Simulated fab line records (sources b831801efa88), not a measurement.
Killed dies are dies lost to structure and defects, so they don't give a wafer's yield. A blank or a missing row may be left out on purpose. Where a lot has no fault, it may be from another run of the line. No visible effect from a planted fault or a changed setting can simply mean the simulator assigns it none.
fab line records	flow sky130
[record] lots = 11	wafers = 33	lastDay = 50
route steps=708 shown NWELL@60 POLY_GATE@227 SD_P@331 RES_XHIGH@340 PAD_OPEN@708
lots that met no fault: from a run of the same line without faults
startH: hours from the record's first day to the start of the lot's first wafer shown	waitH: how many hours have passed since the lot's step before this one	" as in the row above	L1.1+2: a row that stands for several wafers	- no value present, or no start provided	* or withheld: withheld	< > ~ a bound
route shown NAME@n: names a module that has steps shown in the file, with the first one's number in the route	usual: mean/standard deviation taken from wafers without a fault	same: alike in all rows	chamber/n: place in a boat	sites: the reading at each site	_std_site: the values' standard deviation	_edge_site: mean of outer sites minus mean of inner sites	radiusMm: how far each site lies from the wafer's centre	mask NAME#n: copy n	behind: the most recent tool/chamber to have shaped the wafer	hold: why the lot was held/for how many hours/how that ended	device: the n, p or np transistor that did not switch	end of line: at the end of the route, the tests of the same wafers	a step without rows: its recipe alone	killed: at the first sort, the dies lost to defects and structure; wafer yield is something else	map: a wafer's dies, x killed, . not, _ none there
set.NAME: the setting that was run; set.NAME@STEP: the one run at that earlier step	model.NAME: the simulator's own value behind a step, which no gauge read
a sample of lots followed through the steps of the route, with each step as a table and each wafer as a row
services: when a tool's chamber went out of use (startH, in hours from the record's first day, below 0 if earlier), for how many hours, and the reason
[[steps]]
[step SKY_NWELL_EXPOSE_07]
[recipe] maskId = NWM	na = 0.6	sourceShape = conventional	sigmaOuter = 0.6	polarization = unpolarized	targetCdNm = 840	doseMj = 255
[usual] stageVelMmS = 500.04/0.27
lot.wafer	tool	chamber	startH	waitH	mask	stageVelMmS
L985.1	ilineStepper-02	0	86.47	-	NWM#0	499.89
L985.2	"	0	"	"	NWM#0	499.56
L985.6	"	0	"	"	NWM#0	500.07
L987.3	ilineStepper-02	0	100.98	-	NWM#0	500.37
L987.5	"	0	"	"	NWM#0	500.45
L987.6	"	0	"	"	NWM#0	500.23
L986.4	ilineStepper-02	0	101.19	-	HVTPM#0	500.27
L986.5	"	0	"	"	HVTPM#0	500.05
L986.6	"	0	"	"	HVTPM#0	499.70
L994.4	ilineStepper-02	0	138.81	-	NWM#0	499.94
L994.5	"	0	"	"	NWM#0	500.30
L994.6	"	0	"	"	NWM#0	500.37
L996.2	ilineStepper-01	0	148.24	-	NWM#0	500.22
L996.3	"	0	"	"	NWM#0	499.78
L996.6	"	0	"	"	NWM#0	500.17
L997.1	ilineStepper-02	0	157.24	-	NWM#0	500.00
L997.4	"	0	"	"	NWM#0	500.00
L997.6	"	0	"	"	NWM#0	500.29
L998.3	ilineStepper-02	0	164.69	-	NWM#0	500.24
L998.5	"	0	"	"	NWM#0	499.87
L998.6	"	0	"	"	NWM#0	500.10
L102.1	ilineStepper-02	0	188.83	-	NWM#0	500.22
L102.2	"	0	"	"	NWM#0	500.11
L102.6	"	0	"	"	NWM#0	500.25
L105.2	ilineStepper-02	0	200.28	-	NWM#0	499.88
L105.3	"	0	"	"	NWM#0	499.77
L105.4	"	0	"	"	NWM#0	499.67
L106.1	ilineStepper-01	0	208.49	-	NWM#0	500.39
L106.2	"	0	"	"	NWM#0	499.97
L106.3	"	0	"	"	NWM#0	500.31
L107.3	ilineStepper-02	0	215.08	-	NWM#0	500.32
L107.4	"	0	"	"	NWM#0	500.04
L107.5	"	0	"	"	NWM#0	500.22
[step SKY_NWELL_OVL_MEAS_10]
[usual] NWELL_00_OVL = 0.8/1.3
lot.wafer	tool	chamber	startH	waitH	NWELL_00_OVL[nm]
L985.1	overlay-01	-	94.78	-	1.3
L985.2	"	-	"	"	0.2
L985.6	"	-	"	"	0.2
L987.3	overlay-02	-	110.25	-	0.3
L987.5	"	-	"	"	0.0
L987.6	"	-	"	"	-0.3
L986.4	overlay-01	-	110.61	-	-
L986.5	"	-	"	"	-
L986.6	"	-	"	"	-
L994.4	overlay-01	-	148.47	-	0.2
L994.5	"	-	"	"	-0.2
L994.6	"	-	"	"	0.4
L996.2	overlay-01	-	157.49	-	1.1
L996.3	"	-	"	"	0.8
L996.6	"	-	"	"	-0.1
L997.1	overlay-02	-	167.78	-	0.3
L997.4	"	-	"	"	-0.8
L997.6	"	-	"	"	-1.2
L998.3	overlay-02	-	174.45	-	0.1
L998.5	"	-	"	"	-0.1
L998.6	"	-	"	"	-1.7
L102.1	overlay-02	-	198.24	-	0.0
L102.2	"	-	"	"	-0.7
L102.6	"	-	"	"	-0.5
L105.2	overlay-02	-	211.61	-	-0.7
L105.3	"	-	"	"	-1.0
L105.4	"	-	"	"	0.0
L106.1	overlay-01	-	219.30	-	1.4
L106.2	"	-	"	"	1.9
L106.3	"	-	"	"	0.5
L107.3	overlay-01	-	225.80	-	0.9
L107.4	"	-	"	"	2.2
L107.5	"	-	"	"	3.0
[step SKY_NWELL_TW_MEAS_15]
[usual] NWELL_TW = 1806/19
lot.wafer	tool	chamber	startH	waitH	NWELL_TW
L985.1	filmMetro-01	-	95.37	0.1	1797
L985.2	"	-	"	"	1788
L985.6	"	-	"	"	1802
L987.3	filmMetro-03	-	110.84	0.1	1791
L987.5	"	-	"	"	1789
L987.6	"	-	"	"	1788
L986.4	filmMetro-04	-	111.25	0.1	30
L986.5	"	-	"	"	30
L986.6	"	-	"	"	30
L994.4	filmMetro-03	-	149.07	0.1	1799
L994.5	"	-	"	"	1797
L994.6	"	-	"	"	1797
L996.2	filmMetro-03	-	158.08	0.1	1802
L996.3	"	-	"	"	1792
L996.6	"	-	"	"	1797
L997.1	filmMetro-01	-	168.37	0.1	1798
L997.4	"	-	"	"	1819
L997.6	"	-	"	"	1808
L998.3	filmMetro-01	-	175.04	0.1	1802
L998.5	"	-	"	"	1795
L998.6	"	-	"	"	1798
L102.1	filmMetro-03	-	198.83	0.1	1775
L102.2	"	-	"	"	1777
L102.6	"	-	"	"	1769
L105.2	filmMetro-03	-	212.20	0.1	1774
L105.3	"	-	"	"	1774
L105.4	"	-	"	"	1770
L106.1	filmMetro-03	-	219.88	0.1	1794
L106.2	"	-	"	"	1788
L106.3	"	-	"	"	1782
L107.3	filmMetro-03	-	226.39	0.1	1789
L107.4	"	-	"	"	1793
L107.5	"	-	"	"	1784
[step SKY_POLY_GATE_CD_MEAS_13]
[recipe] targetCdNm = 150
[usual] cdNm = 150.0/1.2
lot.wafer	tool	chamber	startH	waitH	cdNm
L985.1	cdSem-02	-	389.19	-	148.7
L985.2	"	-	"	"	148.6
L985.6	"	-	"	"	148.8
L987.3	cdSem-02	-	411.08	-	150.9
L987.5	"	-	"	"	150.8
L987.6	"	-	"	"	150.2
L986.4	cdSem-02	-	414.52	-	151.1
L986.5	"	-	"	"	150.7
L986.6	"	-	"	"	151.5
L994.4	cdSem-01	-	477.29	-	150.6
L994.5	"	-	"	"	150.2
L994.6	"	-	"	"	150.2
L996.2	cdSem-01	-	495.21	-	148.7
L996.3	"	-	"	"	149.4
L996.6	"	-	"	"	150.0
L997.1	cdSem-01	-	505.39	-	150.8
L997.4	"	-	"	"	151.6
L997.6	"	-	"	"	152.8
L998.3	cdSem-02	-	512.62	-	147.8
L998.5	"	-	"	"	148.5
L998.6	"	-	"	"	148.2
L102.1	cdSem-01	-	547.83	-	149.0
L102.2	"	-	"	"	148.7
L102.6	"	-	"	"	148.1
L105.2	cdSem-01	-	566.36	-	150.0
L105.3	"	-	"	"	150.1
L105.4	"	-	"	"	151.6
L106.1	cdSem-01	-	574.04	-	151.1
L106.2	"	-	"	"	152.0
L106.3	"	-	"	"	151.4
L107.3	cdSem-02	-	592.18	-	149.3
L107.4	"	-	"	"	148.7
L107.5	"	-	"	"	149.7
[step SKY_SD_P_TW_MEAS_11]
[usual] SD_P_TW = 2814/17
lot.wafer	tool	chamber	startH	waitH	SD_P_TW
L985.1	filmMetro-04	-	605.60	0.1	2837
L985.2	"	-	"	"	2838
L985.6	"	-	"	"	2838
L987.3	filmMetro-04	-	627.12	0.1	2834
L987.5	"	-	"	"	2829
L987.6	"	-	"	"	2828
L986.4	filmMetro-01	-	631.23	0.1	2787
L986.5	"	-	"	"	2802
L986.6	"	-	"	"	2825
L994.4	filmMetro-04	-	689.12	0.1	2842
L994.5	"	-	"	"	2833
L994.6	"	-	"	"	2828
L996.2	filmMetro-01	-	708.65	0.1	2814
L996.3	"	-	"	"	2817
L996.6	"	-	"	"	2799
L997.1	filmMetro-01	-	715.09	0.1	2807
L997.4	"	-	"	"	2815
L997.6	"	-	"	"	2808
L998.3	filmMetro-02	-	723.92	0.1	2808
L998.5	"	-	"	"	2813
L998.6	"	-	"	"	2811
L102.1	filmMetro-01	-	755.25	0.1	2818
L102.2	"	-	"	"	2820
L102.6	"	-	"	"	2815
L105.2	filmMetro-01	-	769.01	0.1	2785
L105.3	"	-	"	"	2786
L105.4	"	-	"	"	2787
L106.1	filmMetro-02	-	776.93	0.1	2801
L106.2	"	-	"	"	2805
L106.3	"	-	"	"	2813
L107.3	filmMetro-01	-	792.26	0.1	2812
L107.4	"	-	"	"	2808
L107.5	"	-	"	"	2808
[step SKY_RES_XHIGH_STRIP_08]
[recipe] chemistry = O2/N2	powerW = 1400	pressureMtorr = 1500	platenTempC = withheld	o2FlowSccm = 3000	n2FlowSccm = 300	overashFraction = 0.5
[usual] drypumpMotorCurrentA = 5.8/0.47	oesProductAu = 0.710/0.0047	stripTimeToEndpointS = 14.26/0.042
lot.wafer	tool	chamber	startH	waitH	drypumpMotorCurrentA	oesProductAu	rfHoursCounterH	stripTimeToEndpointS
L985.1	plasmaAsher-04	1	634.79	0.1	4.9	0.707	20	14.29
L985.2	"	0	"	"	5.6	0.710	20	14.34
L985.6	"	0	"	"	5.6	0.720	-	14.32
L987.3	plasmaAsher-03	0	655.68	0.1	6.2	0.717	-	14.24
L987.5	"	0	"	"	6.2	0.710	-	14.23
L987.6	"	1	"	"	6.2	0.712	-	14.23
L986.4	plasmaAsher-02	0	659.58	0.1	5.8	0.708	-	14.29
L986.5	"	0	"	"	5.8	0.705	-	14.25
L986.6	"	1	"	"	6.0	0.710	-	14.27
L994.4	plasmaAsher-03	0	717.73	0.1	6.2	0.714	-	14.19
L994.5	"	1	"	"	6.2	0.721	-	14.29
L994.6	"	0	"	"	6.2	0.709	-	14.24
L996.2	plasmaAsher-04	0	736.79	0.1	5.6	0.704	31	14.33
L996.3	"	1	"	"	4.9	0.710	-	14.28
L996.6	"	1	"	"	4.9	0.707	-	14.33
L997.1	plasmaAsher-04	1	742.70	0.1	4.9	0.711	32	14.27
L997.4	"	1	"	"	4.9	0.714	-	14.27
L997.6	"	0	"	"	5.6	0.707	-	14.26
L998.3	plasmaAsher-02	1	751.72	0.1	6.0	0.712	-	14.30
L998.5	"	1	"	"	6.0	0.718	-	14.30
L998.6	"	0	"	"	5.8	0.708	-	14.31
L102.1	plasmaAsher-04	0	780.69	0.1	5.6	0.702	35	14.25
L102.2	"	1	"	"	4.9	0.708	35	14.24
L102.6	"	1	"	"	4.9	0.709	-	14.23
L105.2	plasmaAsher-03	1	793.79	0.1	6.2	0.711	67	14.22
L105.3	"	1	"	"	6.2	0.718	-	14.19
L105.4	"	0	"	"	6.2	0.710	-	14.21
L106.1	plasmaAsher-03	0	800.85	0.1	6.2	0.712	68	14.29
L106.2	"	1	"	"	6.2	0.703	68	14.32
L106.3	"	1	"	"	6.2	0.706	-	14.33
L107.3	plasmaAsher-03	0	815.48	0.1	6.3	0.713	-	14.26
L107.4	"	1	"	"	6.2	0.716	-	14.18
L107.5	"	1	"	"	6.2	0.716	-	14.25
[step SKY_PAD_OPEN_PROBE_99]
[usual] killed_at_M0_to_M3 = 43/7.8	killed_at_M4_up = 3.2/1.9	killedAtContacts = 24/5	killedAtFrontEnd = 14/4.5	killedAtOther = 0.2/0.41	killedDies = 84/9.6	killedOnRim = 17/3.8	killedOpen = 47/6.9	killedShort = 38/6
[same] grossDies = 492	killedAtBackSide = 0
lot.wafer	tool	chamber	startH	waitH	killed_at_M0_to_M3	killed_at_M4_up	killedAtContacts	killedAtFrontEnd	killedAtOther	killedDies	killedOnRim	killedOpen	killedShort
L986.4	prober-01	-	1105.37	0.2	54	3	18	417	0	492	96	47	47
L986.5	prober-01	-	1105.42	0.2	32	9	31	420	0	492	96	49	35
L986.6	prober-01	-	1105.47	0.2	39	6	18	429	0	492	96	52	30
L998.3	prober-02	-	1168.70	0.2	41	3	21	9	0	74	15	46	28
L998.5	prober-02	-	1168.80	0.2	54	2	21	22	0	99	18	58	41
L998.6	prober-02	-	1168.85	0.2	47	6	23	12	1	89	12	41	48
// killed by level:class
L986.4 NWELL:areaExpose=398 VIA1:geometricParticle:short=10 VIA2:geometricParticle:open=9 VIA1:geometricParticle:open=9 METAL1:geometricParticle:short=7 FIELD_ISO:geometricParticle:open=5 POLY_GATE:geometricParticle:short=5 LI_CONTACT:geometricParticle:short=5
L986.5 NWELL:areaExpose=408 CONTACT:geometricParticle:open=10 LI_CONTACT:geometricParticle:open=9 VIA1:geometricParticle:open=8 METAL4:geometricParticle:short=8 METAL2:geometricParticle:short=7 FIELD_ISO:geometricParticle:short=4 LOCAL_INTERCONNECT:geometricParticle:short=4
L986.6 NWELL:areaExpose=410 CONTACT:geometricParticle:open=10 VIA1:geometricParticle:open=9 VIA2:geometricParticle:open=8 FIELD_ISO:geometricParticle:open=6 METAL2:geometricParticle:short=6 POLY_GATE:geometricParticle:open=4 VIA3:geometricParticle:open=4
L998.3 VIA1:geometricParticle:open=9 CONTACT:geometricParticle:open=7 LI_CONTACT:geometricParticle:open=7 VIA3:geometricParticle:short=6 VIA3:geometricParticle:open=6 POLY_GATE:geometricParticle:open=4 VIA1:geometricParticle:short=4 VIA2:geometricParticle:open=3
L998.5 VIA2:geometricParticle:open=13 VIA1:geometricParticle:open=12 FIELD_ISO:geometricParticle:open=11 CONTACT:geometricParticle:short=7 VIA3:geometricParticle:open=7 LOCAL_INTERCONNECT:geometricParticle:short=6 METAL1:geometricParticle:short=6 VIA1:geometricParticle:short=5
L998.6 CONTACT:geometricParticle:open=10 METAL1:geometricParticle:short=9 VIA1:geometricParticle:open=9 METAL2:geometricParticle:short=7 VIA3:geometricParticle:open=7 LOCAL_INTERCONNECT:geometricParticle:short=6 POLY_GATE:geometricParticle:open=4 POLY_GATE:geometricParticle:short=4
[[services]]
tool	chamber	startH	hours	kind
ilineStepper-02	-	71.91	1.7	pm
ilineStepper-02	-	78.03	1.3	repair
plasmaAsher-03	-	108.75	9.0	pm
plasmaAsher-04	-	211.45	3.7	repair
ilineStepper-02	-	257.62	3.1	repair
ilineStepper-02	-	290.00	1.7	pm
plasmaAsher-04	-	303.50	14.6	pm
plasmaAsher-03	-	371.09	4.2	repair
plasmaAsher-03	-	376.37	1.2	repair
ilineStepper-02	-	383.17	1.7	repair
plasmaAsher-04	-	421.25	9.0	pm
plasmaAsher-04	-	423.40	4.6	repair
plasmaAsher-03	-	424.96	4.3	pm
plasmaAsher-04	-	462.35	2.8	pm
plasmaAsher-03	-	474.88	5.8	pm
ilineStepper-02	-	508.26	1.7	pm
plasmaAsher-04	-	519.57	1.4	repair
ilineStepper-02	-	579.29	2.3	repair
ilineStepper-02	-	594.28	4.5	repair
plasmaAsher-04	-	595.59	1.7	repair
ilineStepper-02	-	599.93	2.1	pm
ilineStepper-02	-	633.32	4.9	repair
plasmaAsher-03	-	698.24	2.8	pm
ilineStepper-02	-	726.36	1.7	pm
[[key]]
[firstSign] step = SKY_NWELL_EXPOSE_07	reading = mask	direction = changed
[effect] step = SKY_NWELL_OVL_MEAS_10	reading = NWELL_00_OVL	direction = missing
[effect] step = SKY_NWELL_TW_MEAS_15	reading = NWELL_TW	direction = down	sigmas = 96	usual = 1806	struck = 30
[effect] step = SKY_PAD_OPEN_PROBE_99	reading = killedAtFrontEnd	direction = up	sigmas = 90	usual = 14	struck = 422
[moreKillsBornAt] SKY_NWELL_EXPOSE_07@ilineStepper-02 = 1216
metAt SKY_NWELL_EXPOSE_07
struckLots L986
testerLeftOut L986
notActingAt SKY_POLY_GATE_CD_MEAS_13,SKY_SD_P_TW_MEAS_11,SKY_RES_XHIGH_STRIP_08
onsetBetween 100.98 101.19
[fault] kind = wrongMask	tool = any	chamber = -	onsetH = 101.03	steps = SKY_NWELL_EXPOSE_07	auxCopy = HVTPM#0	scope = struckLotsOnly
// testerLeftOut: of these lots the tester's yield and bins aren't shown, on N5 and GAA mostly nor the transistor test; their killed dies are dies lost to structure and defects alone, not to doping, threshold or leakage, so they don't give the yield
